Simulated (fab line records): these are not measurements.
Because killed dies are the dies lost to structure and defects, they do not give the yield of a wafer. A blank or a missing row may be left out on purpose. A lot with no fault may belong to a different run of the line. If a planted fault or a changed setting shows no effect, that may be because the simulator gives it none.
fab line records -- flow sky130
record: lots: 11, wafers: 33, last_day: 50
route steps=708 shown FIELD_ISO@28 SONOS_ONO@185 SD_P@327 METAL5@665
lots that met no fault: from a run of the same line without faults
start_h: hours from the record's opening day to when the first of the lot's shown wafers began -- wait_h: time in hours since the lot's previous step -- " same as the row above -- L1.1+2: a single row standing in for several wafers -- - no value present, or no start provided -- * or withheld: withheld -- < > ~ a bound
route shown NAME@n: a module of which the file shows steps, and the number in the route of the first -- usual: average and standard deviation across the fault-free wafers -- same: alike in all rows -- chamber/n: place in a boat -- sites: each site's reading -- _std_site: the values' standard deviation -- _edge_site: the outer-site mean with the inner-site mean subtracted -- radius_mm: how far each site lies from the wafer's centre -- mask NAME#n: copy n -- behind: tool/chamber where the wafer was last shaped -- hold: what put the lot on hold/how long, in hours/how the hold closed -- device: whichever transistor did not switch (one of n, p or np) -- end of line: at the end of the route, the tests of the same wafers -- a step without rows: its recipe alone -- killed: dies that structure and defects cost at the first sort, which is not the same as the wafer's yield -- map: per-die view of a wafer (x killed, . not killed, _ where there is no die)
set.NAME: the setting as run; set.NAME@STEP: as run at that earlier step -- model.NAME: the simulator's own value behind a step, which no gauge read
one table for each step of the route and one row for each wafer, over a sample of lots
services: the hour from which a tool's chamber was out of use, counted from the record's first day as start_h (under 0 if before that day), plus the number of hours and why
== steps ==
step: SKY_FIELD_ISO_CMP_27
recipe: stop_on: Si3N4, t_overpolish_s: 16, down_force_psi: 4, platen_rpm: 60, target_thk_nm: 457.8, pad_velocity_m_s: 0.94248
usual: motor_current_A: 12.0/0.93, overpolish_run_s: 16.001/0.0095, time_to_endpoint_s: 115/4.4
lot.wafer,tool,chamber,start_h,wait_h,motor_current_A,overpolish_run_s,time_to_endpoint_s
L367.3,cmp-02,3,36.90,0.1,13.1,16.017,117
L367.4,cmp-02,0,36.90,0.1,10.3,16.009,115
L367.6,cmp-02,3,36.90,0.1,12.2,16.000,121
L369.1,cmp-02,3,43.71,0.1,12.0,16.004,115
L369.3,cmp-02,0,43.71,0.1,9.9,16.005,115
L369.5,cmp-02,3,43.71,0.1,11.9,15.991,117
L371.1,cmp-01,3,56.64,0.1,10.5,16.014,113
L371.3,cmp-01,1,56.64,0.1,14.3,15.998,119
L371.5,cmp-01,3,56.64,0.1,11.2,16.000,111
L372.4,cmp-01,3,60.47,0.0,10.4,15.998,117
L372.1,cmp-01,0,60.47,0.0,11.5,15.996,112
L372.3,cmp-01,2,60.47,0.0,12.2,15.986,119
L376.4,cmp-02,1,80.91,0.0,11.1,15.988,107
L376.1,cmp-02,0,80.91,0.0,10.3,16.006,119
L376.6,cmp-02,2,80.91,0.0,12.6,15.977,112
L377.3,cmp-01,2,85.50,0.1,12.6,16.003,116
L377.2,cmp-01,0,85.50,0.1,11.7,16.003,113
L377.5,cmp-01,1,85.50,0.1,13.4,15.997,124
L380.1,cmp-01,2,102.68,0.0,12.4,15.997,113
L380.3,cmp-01,1,102.68,0.0,13.6,16.011,123
L380.5,cmp-01,3,102.68,0.0,11.1,15.989,113
L382.2,cmp-02,1,112.30,0.1,11.7,16.006,106
L382.1,cmp-02,2,112.30,0.1,12.0,16.009,112
L382.5,cmp-02,3,112.30,0.1,11.9,16.006,116
L384.3,cmp-02,3,122.30,0.0,11.6,16.005,118
L384.4,cmp-02,0,122.30,0.0,10.9,15.992,119
L384.6,cmp-02,3,122.30,0.0,12.5,15.993,117
L387.3,cmp-01,0,136.24,0.1,11.8,16.007,117
L387.1,cmp-01,1,136.24,0.1,13.5,16.010,124
L387.6,cmp-01,3,136.24,0.1,10.9,16.010,115
L388.2,cmp-01,0,143.57,0.1,12.6,15.998,112
L388.4,cmp-01,2,143.57,0.1,12.3,15.999,114
L388.5,cmp-01,3,143.57,0.1,10.5,15.999,114
step: SKY_SONOS_ONO_STRIP_17
recipe: chemistry: O2/N2, power_w: 1400, pressure_mtorr: 1500, platen_temp_c: withheld, o2_flow_sccm: 3000, n2_flow_sccm: 300, overash_fraction: 0.5
usual: drypump_motor_current_A: 5.48/0.26, oes_product_au: 0.711/0.0046, strip_time_to_endpoint_s: 14.10/0.044
lot.wafer,tool,chamber,start_h,wait_h,drypump_motor_current_A,oes_product_au,rf_hours_counter_h,strip_time_to_endpoint_s
L367.3,plasma_asher-04,0,283.55,0.0,5.25,0.705,-,14.10
L367.4,plasma_asher-04,1,283.55,0.0,5.06,0.707,-,14.15
L367.6,plasma_asher-04,0,283.55,0.0,5.26,0.720,-,14.13
L369.1,plasma_asher-03,1,292.02,0.0,5.60,0.705,48,14.05
L369.3,plasma_asher-03,1,292.02,0.0,5.59,0.712,-,14.05
L369.5,plasma_asher-03,0,292.02,0.0,5.67,0.708,-,14.09
L371.1,plasma_asher-04,1,312.92,0.0,5.09,0.709,64,14.10
L371.3,plasma_asher-04,1,312.92,0.0,5.12,0.713,-,14.08
L371.5,plasma_asher-04,1,312.92,0.0,5.11,0.725,-,14.07
L372.1,plasma_asher-03,1,319.72,0.0,5.60,0.708,50,14.14
L372.3,plasma_asher-03,0,319.72,0.0,5.67,0.717,-,14.08
L372.4,plasma_asher-03,1,319.72,0.0,5.61,0.712,-,14.11
L376.1,plasma_asher-03,1,349.32,0.0,5.60,0.710,54,14.12
L376.4,plasma_asher-03,1,349.32,0.0,5.59,0.720,-,14.04
L376.6,plasma_asher-03,1,349.32,0.0,5.61,0.709,-,14.10
L377.2,plasma_asher-03,0,355.52,0.0,5.68,0.714,54,14.15
L377.3,plasma_asher-03,0,355.52,0.0,5.67,0.715,-,14.16
L377.5,plasma_asher-03,1,355.52,0.0,5.59,0.707,-,14.14
L380.1,plasma_asher-02,1,386.40,0.0,5.09,0.707,69,14.10
L380.3,plasma_asher-02,0,386.40,0.0,6.25,0.709,-,14.07
L380.5,plasma_asher-02,1,386.40,0.0,5.13,0.713,-,14.07
L382.1,plasma_asher-03,1,401.42,0.0,5.60,0.706,59,14.13
L382.2,plasma_asher-03,0,401.42,0.0,5.69,0.726,59,14.10
L382.5,plasma_asher-03,0,401.42,0.0,5.68,0.717,-,14.18
L384.3,plasma_asher-03,0,417.59,0.0,5.68,0.714,-,14.12
L384.4,plasma_asher-03,1,417.59,0.0,5.59,0.710,-,14.05
L384.6,plasma_asher-03,1,417.59,0.0,5.60,0.703,-,14.08
L387.1,plasma_asher-03,0,443.00,0.0,5.67,0.713,63,14.09
L387.3,plasma_asher-03,0,443.00,0.0,5.68,0.715,-,14.07
L387.6,plasma_asher-03,1,443.00,0.0,5.60,0.713,-,14.04
L388.2,plasma_asher-04,1,453.05,0.0,5.12,0.707,2,14.05
L388.4,plasma_asher-04,0,453.05,0.0,5.21,0.716,-,14.02
L388.5,plasma_asher-04,0,453.05,0.0,5.21,0.714,-,14.00
step: SKY_SD_P_CD_MEAS_07
recipe: target_cd_nm: 380
usual: cd_nm: 380.5/2.4
lot.wafer,tool,chamber,start_h,wait_h,cd_nm
L367.3,cd_sem-01,-,587.14,0.1,378.4
L367.4,cd_sem-01,-,587.14,0.1,375.7
L367.6,cd_sem-01,-,587.14,0.1,380.1
L369.1,cd_sem-02,-,598.75,0.1,376.4
L369.3,cd_sem-02,-,598.75,0.1,375.2
L369.5,cd_sem-02,-,598.75,0.1,377.9
L371.1,cd_sem-01,-,619.85,0.1,382.6
L371.3,cd_sem-01,-,619.85,0.1,381.3
L371.5,cd_sem-01,-,619.85,0.1,382.5
L372.1,cd_sem-02,-,630.35,0.1,381.7
L372.3,cd_sem-02,-,630.35,0.1,381.6
L372.4,cd_sem-02,-,630.35,0.1,380.0
L376.1,cd_sem-02,-,659.74,0.2,381.6
L376.4,cd_sem-02,-,659.74,0.2,381.2
L376.6,cd_sem-02,-,659.74,0.2,381.0
L377.2,cd_sem-02,-,669.13,0.1,384.6
L377.3,cd_sem-02,-,669.13,0.1,379.6
L377.5,cd_sem-02,-,669.13,0.1,380.9
L380.1,cd_sem-01,-,697.29,0.1,382.1
L380.3,cd_sem-01,-,697.29,0.1,382.9
L380.5,cd_sem-01,-,697.29,0.1,381.0
L382.1,cd_sem-02,-,706.75,0.1,380.2
L382.2,cd_sem-02,-,706.75,0.1,380.1
L382.5,cd_sem-02,-,706.75,0.1,380.2
L384.3,cd_sem-01,-,724.14,0.1,380.2
L384.4,cd_sem-01,-,724.14,0.1,379.9
L384.6,cd_sem-01,-,724.14,0.1,380.2
L387.1,cd_sem-01,-,745.97,0.3,382.4
L387.3,cd_sem-01,-,745.97,0.3,382.3
L387.6,cd_sem-01,-,745.97,0.3,383.3
L388.2,cd_sem-01,-,760.22,0.1,377.9
L388.4,cd_sem-01,-,760.22,0.1,379.1
L388.5,cd_sem-01,-,760.22,0.1,378.4
step: SKY_METAL5_SPUTTER_04
recipe: material: TiN, target_thk_nm: 70, power_w: 6500, time_s: 58.3, chamber_pressure_pa: 0.4
usual: chamber_pressure_pa: 0.4001/0.00084, throttle_valve_pct: 30.5/0.84
lot.wafer,tool,chamber,start_h,wait_h,chamber_pressure_pa,throttle_valve_pct
L367.3,pvd_sputter-01,-,1005.07,0.0,0.4015,31.0
L367.4,pvd_sputter-01,-,1005.07,0.0,0.4011,31.2
L367.6,pvd_sputter-01,-,1005.07,0.0,0.4001,31.2
L369.1,pvd_sputter-01,-,1013.88,0.0,0.3994,29.9
L369.3,pvd_sputter-01,-,1013.88,0.0,0.3999,31.5
L369.5,pvd_sputter-01,-,1013.88,0.0,0.3995,31.7
L371.1,pvd_sputter-04,-,1031.30,0.0,0.3996,28.6
L371.3,pvd_sputter-04,-,1031.30,0.0,0.3996,30.7
L371.5,pvd_sputter-04,-,1031.30,0.0,0.4004,28.6
L372.1,pvd_sputter-03,-,1040.11,0.0,0.3998,30.5
L372.3,pvd_sputter-03,-,1040.11,0.0,0.3997,30.8
L372.4,pvd_sputter-03,-,1040.11,0.0,0.3997,29.1
L376.1,pvd_sputter-01,-,1061.77,0.0,0.3997,31.0
L376.4,pvd_sputter-01,-,1061.77,0.0,0.4001,30.1
L376.6,pvd_sputter-01,-,1061.77,0.0,0.4005,30.5
L377.2,pvd_sputter-04,-,1066.40,0.0,0.4008,30.2
L377.3,pvd_sputter-04,-,1066.40,0.0,0.3996,30.7
L377.5,pvd_sputter-04,-,1066.40,0.0,0.3989,28.8
L380.1,pvd_sputter-01,-,1087.85,0.0,0.4003,31.7
L380.3,pvd_sputter-01,-,1087.85,0.0,0.3990,30.9
L380.5,pvd_sputter-01,-,1087.85,0.0,0.3990,31.9
L382.1,pvd_sputter-04,-,1095.16,0.0,0.4003,30.7
L382.2,pvd_sputter-04,-,1095.16,0.0,0.4006,30.3
L382.5,pvd_sputter-04,-,1095.16,0.0,0.4009,30.8
L384.3,pvd_sputter-03,-,1108.44,0.0,0.3999,29.7
L384.4,pvd_sputter-03,-,1108.44,0.0,0.3997,31.1
L384.6,pvd_sputter-03,-,1108.44,0.0,0.3999,29.2
L387.1,pvd_sputter-03,-,1123.42,0.0,0.3998,29.8
L387.3,pvd_sputter-03,-,1123.42,0.0,0.3985,30.5
L387.6,pvd_sputter-03,-,1123.42,0.0,0.4007,31.0
L388.2,pvd_sputter-04,-,1135.31,0.0,0.3993,29.6
L388.4,pvd_sputter-04,-,1135.31,0.0,0.3996,30.9
L388.5,pvd_sputter-04,-,1135.31,0.0,0.4009,30.4
step: SKY_METAL5_THK_MEAS_06
recipe: thk_meas_gauge: xrf, reads: AlCu_of_METAL5_SPUTTER_02
usual: METAL5_ALCU_THK: 1149/19
lot.wafer,tool,chamber,start_h,wait_h,METAL5_ALCU_THK[nm]
L367.3,film_metro-04,-,1005.26,0.1,1175
L367.4,film_metro-04,-,1005.26,0.1,1155
L367.6,film_metro-04,-,1005.26,0.1,1171
L369.1,film_metro-04,-,1014.05,0.1,1160
L369.3,film_metro-04,-,1014.05,0.1,1141
L369.5,film_metro-04,-,1014.05,0.1,1151
L371.1,film_metro-03,-,1031.47,0.1,1144
L371.3,film_metro-03,-,1031.47,0.1,1150
L371.5,film_metro-03,-,1031.47,0.1,1149
L372.1,film_metro-02,-,1040.28,0.1,1147
L372.3,film_metro-02,-,1040.28,0.1,1141
L372.4,film_metro-02,-,1040.28,0.1,1162
L376.1,film_metro-03,-,1061.94,0.1,1136
L376.4,film_metro-03,-,1061.94,0.1,1154
L376.6,film_metro-03,-,1061.94,0.1,1149
L377.2,film_metro-04,-,1066.58,0.1,1160
L377.3,film_metro-04,-,1066.58,0.1,1185
L377.5,film_metro-04,-,1066.58,0.1,1203
L380.1,film_metro-02,-,1088.02,0.1,1074
L380.3,film_metro-02,-,1088.02,0.1,1172
L380.5,film_metro-02,-,1088.02,0.1,1072
L382.1,film_metro-03,-,1095.33,0.1,1149
L382.2,film_metro-03,-,1095.33,0.1,1140
L382.5,film_metro-03,-,1095.33,0.1,1143
L384.3,film_metro-04,-,1108.63,0.1,1135
L384.4,film_metro-04,-,1108.63,0.1,1132
L384.6,film_metro-04,-,1108.63,0.1,1145
L387.1,film_metro-02,-,1123.59,0.1,1135
L387.3,film_metro-02,-,1123.59,0.1,1131
L387.6,film_metro-02,-,1123.59,0.1,1125
L388.2,film_metro-04,-,1135.49,0.1,1181
L388.4,film_metro-04,-,1135.49,0.1,1174
L388.5,film_metro-04,-,1135.49,0.1,1154
== services ==
tool,chamber,start_h,hours,kind
plasma_asher-03,-,57.47,0.9,repair
cmp-01,-,61.67,2.1,repair
plasma_asher-03,-,134.59,2.8,pm
cmp-01,-,215.53,1.7,repair
cmp-01,-,232.00,4.0,pm
plasma_asher-03,-,296.06,5.4,repair
cmp-01,-,298.80,2.1,repair
cmp-01,-,351.81,7.7,pm
cmp-01,-,381.36,4.9,pm
cmp-01,-,400.38,1.4,repair
cmp-01,-,515.01,0.8,repair
cmp-01,-,548.17,0.2,repair
plasma_asher-03,-,571.94,4.1,repair
plasma_asher-03,-,584.82,1.6,repair
plasma_asher-03,-,621.27,2.5,repair
plasma_asher-03,-,690.31,0.4,repair
plasma_asher-03,-,761.68,0.8,repair
plasma_asher-03,-,803.68,15.6,repair
plasma_asher-03,-,890.27,4.5,repair
plasma_asher-03,-,903.29,0.5,repair
plasma_asher-03,-,925.76,0.8,repair
plasma_asher-03,-,952.52,6.6,repair
plasma_asher-03,-,960.43,3.4,repair
plasma_asher-03,-,1055.25,9.0,pm
== key ==
first_sign: step: SKY_METAL5_THK_MEAS_06, reading: METAL5_ALCU_THK, direction: down, sigmas: 4.1, usual: 1149, struck: 1073
effect none on later readings
met_at SKY_METAL5_SPUTTER_04
struck_lots L380
struck_wafers L380.1,L380.5
not_acting_at SKY_FIELD_ISO_CMP_27,SKY_SONOS_ONO_STRIP_17,SKY_SD_P_CD_MEAS_07
onset_between 1013.88 1087.85
fault: kind: process_parameter_drift, tool: pvd_sputter-01, chamber: -, onset_h: 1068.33, steps: SKY_METAL5_SPUTTER_04, channel: target_thk_nm, offset: 25.877, shape: step, end_h: 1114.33, acts_in: these_recipes_only, stated: 70, scope: struck_wafers_only
